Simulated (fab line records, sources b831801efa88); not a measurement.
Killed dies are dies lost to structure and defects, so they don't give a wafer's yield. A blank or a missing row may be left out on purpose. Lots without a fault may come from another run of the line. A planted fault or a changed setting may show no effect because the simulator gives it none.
Which tool did it? | flow gf180mcu | 12 lots, 36 wafers sampled, at 5 steps of a route of 602

WHAT THE GAUGES READ, wafer by wafer
GF_LVPWELL_OVL_MEAS_07. Usual: LVPWELL_OVL -1.0 nm, standard deviation 1.3.
lot  | measured    | on         | LVPWELL_OVL (nm) | flag
L382 | day 4 00:02 | overlay-02 | -1.0 0.7 -2.0    |
L383 | day 4 05:08 | overlay-01 | 0.5 0.7 -0.7     |
L384 | day 4 08:38 | overlay-02 | -1.5 -2.8 -0.8   |
L386 | day 4 18:34 | overlay-01 | -1.5 0.3 -0.3    |
L389 | day 5 13:44 | overlay-01 | -2.0 -0.6 -0.2   |
L391 | day 5 21:27 | overlay-01 | -0.1 -1.4 -1.7   |
L396 | day 7 02:58 | overlay-02 | -2.4 -0.1 0.4    |
L397 | day 7 07:56 | overlay-02 | -2.4 -3.0 -1.6   |
L398 | day 7 14:33 | overlay-01 | -0.3 0.6 0.4     |
L399 | day 7 20:25 | overlay-01 | -0.8 0.3 -1.2    |
L400 | day 8 02:29 | overlay-01 | -1.0 0.5 0.6     |
L405 | day 9 07:31 | overlay-01 | -3.1 -0.6 -2.2   |

GF_DUAL_GATE_THK_MEAS_03. Usual: DUAL_GATE_OXIDATION_00_THK 10.77 nm, standard deviation 0.2.
lot  | measured     | on            | DUAL_GATE_OXIDATION_00_THK (nm) | flag
L382 | day 7 20:27  | film_metro-01 | 10.40 10.44 10.60               |
L383 | day 8 00:57  | film_metro-01 | 10.77 10.79 10.73               |
L384 | day 8 06:22  | film_metro-01 | 10.59 10.72 10.53               |
L386 | day 8 16:53  | film_metro-03 | 8.98 9.16 9.09                  | OFF
L389 | day 9 17:49  | film_metro-04 | 8.57 8.70 8.66                  | OFF
L391 | day 10 01:04 | film_metro-03 | 8.98 8.85 8.93                  | OFF
L396 | day 11 14:59 | film_metro-03 | 10.80 11.04 11.01               |
L397 | day 11 19:59 | film_metro-01 | 10.94 10.88 10.78               |
L398 | day 12 04:34 | film_metro-03 | 11.20 10.97 10.99               |
L399 | day 12 11:59 | film_metro-03 | 11.05 11.04 10.95               |
L400 | day 12 18:36 | film_metro-01 | 10.61 10.87 10.52               |
L405 | day 14 04:32 | film_metro-03 | 11.06 11.11 10.99               |

WHICH TOOL RAN EACH LOT (tool, then ch and the chambers of the sampled wafers, then the start)
lot  | GF_STI_ETCH_14                  | GF_VT_IMPLANT_STRIP_09               | GF_DUAL_GATE_OXIDATION_02
L382 | rie_si-02 ch 0,1,3, day 2 03:28 | plasma_asher-02 ch 0,1, day 5 18:07  | furnace-01 ch 0, day 7 19:01
L383 | rie_si-02 ch 0,3, day 2 07:37   | plasma_asher-04 ch 1, day 6 00:17    | furnace-02 ch 0, day 7 23:30
L384 | rie_si-02 ch 1,2,3, day 2 12:13 | plasma_asher-04 ch 1, day 6 04:19    | furnace-02 ch 0, day 8 04:55
L386 | rie_si-01 ch 0,2,3, day 2 22:22 | plasma_asher-03 ch 0,1, day 6 15:23  | furnace-02 ch 0, day 8 15:26
L389 | rie_si-01 ch 0,2,3, day 3 14:55 | plasma_asher-02 ch 0,1, day 7 12:47  | furnace-02 ch 0, day 9 16:22
L391 | rie_si-01 ch 1,3, day 3 23:46   | plasma_asher-02 ch 1, day 7 19:58    | furnace-02 ch 0, day 9 23:36
L396 | rie_si-02 ch 0,1,2, day 5 01:19 | plasma_asher-04 ch 0,1, day 9 05:56  | furnace-01 ch 0, day 11 13:31
L397 | rie_si-02 ch 0,3, day 5 06:29   | plasma_asher-04 ch 0,1, day 9 10:36  | furnace-01 ch 0, day 11 18:33
L398 | rie_si-02 ch 0,2,3, day 5 11:40 | plasma_asher-03 ch 0,1, day 9 18:20  | furnace-01 ch 0, day 12 03:06
L399 | rie_si-02 ch 0,2,3, day 5 17:14 | plasma_asher-03 ch 0,1, day 10 00:19 | furnace-02 ch 0, day 12 10:32
L400 | rie_si-01 ch 1,2,3, day 5 22:34 | plasma_asher-03 ch 0,1, day 10 06:38 | furnace-02 ch 0, day 12 17:09
L405 | rie_si-01 ch 0,1,3, day 7 01:34 | plasma_asher-04 ch 0,1, day 11 15:10 | furnace-02 ch 0, day 14 03:06
- GF_STI_ETCH_14: etches Si in HBr/Cl2/O2, target depth 360 nm, time 102.9 s.
- GF_VT_IMPLANT_STRIP_09: strips in O2/N2.
- GF_DUAL_GATE_OXIDATION_02: stabilise 600 s, purge 300 s, target thk 10.887 nm.

WHAT THE TOOLS THEMSELVES READ (means of the sampled wafers that have a number; where no wafer has one, the mark that the record gives instead)
GF_STI_ETCH_14. Usual: drypump_motor_current_A 5.9 A, standard deviation 0.38; oes_product_au 1.000 a.u., standard deviation 0.0083; throttle_valve_pct 25.658 %, standard deviation 0.01.
lot  | tool      | drypump_motor_current_A (A) | oes_product_au (a.u.) | throttle_valve_pct (%) | flag
L382 | rie_si-02 | 5.9                         | 1.004                 | 25.650                 |
L383 | rie_si-02 | 6.0                         | 0.997                 | 25.666                 |
L384 | rie_si-02 | 5.7                         | 1.003                 | 25.655                 |
L386 | rie_si-01 | 5.9                         | 0.993                 | 25.658                 |
L389 | rie_si-01 | 5.9                         | 0.992                 | 25.656                 |
L391 | rie_si-01 | 6.0                         | 1.000                 | 25.662                 |
L396 | rie_si-02 | 5.7                         | 0.999                 | 25.660                 |
L397 | rie_si-02 | 6.0                         | 1.001                 | 25.649                 |
L398 | rie_si-02 | 5.9                         | 0.998                 | 25.655                 |
L399 | rie_si-02 | 5.9                         | 0.998                 | 25.658                 |
L400 | rie_si-01 | 5.7                         | 0.998                 | 25.666                 |
L405 | rie_si-01 | 6.2                         | 1.001                 | 25.660                 |

GF_VT_IMPLANT_STRIP_09. Usual: drypump_motor_current_A 5.6 A, standard deviation 0.53; heater_power_w 321 W, standard deviation 20; oes_product_au 0.716 a.u., standard deviation 0.0049; strip_time_to_endpoint_s 12.63 s, standard deviation 0.034.
lot  | tool            | drypump_motor_current_A (A) | heater_power_w (W) | oes_product_au (a.u.) | strip_time_to_endpoint_s (s) | flag
L382 | plasma_asher-02 | 5.8                         | 310                | 0.716                 | 12.67                        |
L383 | plasma_asher-04 | 5.6                         | 335                | 0.719                 | 12.58                        |
L384 | plasma_asher-04 | 5.6                         | 336                | 0.718                 | 12.60                        |
L386 | plasma_asher-03 | 5.6                         | 343                | 0.716                 | 12.62                        |
L389 | plasma_asher-02 | 5.8                         | 312                | 0.718                 | 12.66                        |
L391 | plasma_asher-02 | 5.4                         | 321                | 0.712                 | 12.62                        |
L396 | plasma_asher-04 | 5.3                         | 312                | 0.717                 | 12.65                        |
L397 | plasma_asher-04 | 5.4                         | 322                | 0.716                 | 12.62                        |
L398 | plasma_asher-03 | 5.6                         | 345                | 0.715                 | 12.64                        |
L399 | plasma_asher-03 | 5.6                         | 346                | 0.714                 | 12.63                        |
L400 | plasma_asher-03 | 5.6                         | 344                | 0.717                 | 12.65                        |
L405 | plasma_asher-04 | 5.3                         | 309                | 0.715                 | 12.59                        |

GF_DUAL_GATE_OXIDATION_02. Usual: spike_tc_bottom_C 917.3 C, standard deviation 1.8; spike_tc_centre_C 900.1 C, standard deviation 0.94; spike_tc_lower_C 900.6 C, standard deviation 1; spike_tc_top_C 911.2 C, standard deviation 1.9; spike_tc_upper_C 900.1 C, standard deviation 1.1; tube_center_temp_C 899.99 C, standard deviation 0.072; tube_center_temp_C_max 902.3, standard deviation 0.37; zone_power_upper_pct 19.50 %, standard deviation 0.21.
lot  | tool       | spike_tc_bottom_C (C) | spike_tc_centre_C (C) | spike_tc_lower_C (C) | spike_tc_top_C (C) | spike_tc_upper_C (C) | tube_center_temp_C (C) | tube_center_temp_C_max | zone_power_upper_pct (%) | flag
L382 | furnace-01 | 918.9                 | 900.8                 | 900.8                | 910.9              | 899.9                | 900.05                 | 902.7                  | 19.71                    |
L383 | furnace-02 | 915.2                 | 899.0                 | 900.9                | 913.1              | 900.9                | 899.99                 | 902.6                  | 19.41                    |
L384 | furnace-02 | 915.9                 | 899.6                 | 901.5                | 912.3              | 900.4                | 900.04                 | 902.1                  | 19.26                    |
L386 | furnace-02 | 899.4                 | 884.5                 | 885.3                | 897.5              | 885.7                | 884.58                 | 886.6                  | 18.72                    | OFF
L389 | furnace-02 | 900.7                 | 885.6                 | 886.2                | 897.8              | 886.2                | 884.52                 | 886.7                  | 18.79                    | OFF
L391 | furnace-02 | 900.4                 | 884.2                 | 885.7                | 897.7              | 885.1                | 884.59                 | 886.9                  | 18.89                    | OFF
L396 | furnace-01 | 917.7                 | 899.6                 | 900.7                | 909.5              | 899.3                | 900.04                 | 902.4                  | 19.53                    |
L397 | furnace-01 | 918.3                 | 900.2                 | 898.6                | 910.3              | 898.8                | 900.04                 | 902.0                  | 19.64                    |
L398 | furnace-01 | 918.4                 | 900.0                 | 900.7                | 910.2              | 898.9                | 900.02                 | 902.3                  | 19.63                    |
L399 | furnace-02 | 914.9                 | 899.5                 | 899.8                | 912.4              | 900.6                | 899.96                 | 902.3                  | 19.34                    |
L400 | furnace-02 | 916.2                 | 899.4                 | 900.4                | 912.0              | 901.6                | 899.94                 | 902.4                  | 19.23                    |
L405 | furnace-02 | 915.6                 | 900.6                 | 900.9                | 913.0              | 901.0                | 900.00                 | 902.1                  | 19.46                    |

THE ANSWER, worked out from the rows above alone
Rule: a lot is off if the mean of its wafers that have a number lies more than 3 standard deviations from the usual mean. A lot without any number at a reading at which 4 lots or more have one is off too. The other lots that the step has rows for count as sound. The gauges are gone through in route order, then the tools' own readings, and for those a lot's mean is taken as printed above. The first step at which some lot is off is used, and at that step the reading that is off furthest; a lot without a number counts as furthest.
Off: L386, L389, L391, at GF_DUAL_GATE_THK_MEAS_03 (DUAL_GATE_OXIDATION_00_THK).
A tool fits if, at a process step before that reading, it ran every lot that is off, and no sound lot after the first of them. The gauges at GF_DUAL_GATE_THK_MEAS_03 aren't tried: what is off there is off at GF_DUAL_GATE_OXIDATION_02 too, on other tools, and a gauge's error can't cause that. None of those tried fits.

WHAT THE SIMULATOR HAD PUT IN
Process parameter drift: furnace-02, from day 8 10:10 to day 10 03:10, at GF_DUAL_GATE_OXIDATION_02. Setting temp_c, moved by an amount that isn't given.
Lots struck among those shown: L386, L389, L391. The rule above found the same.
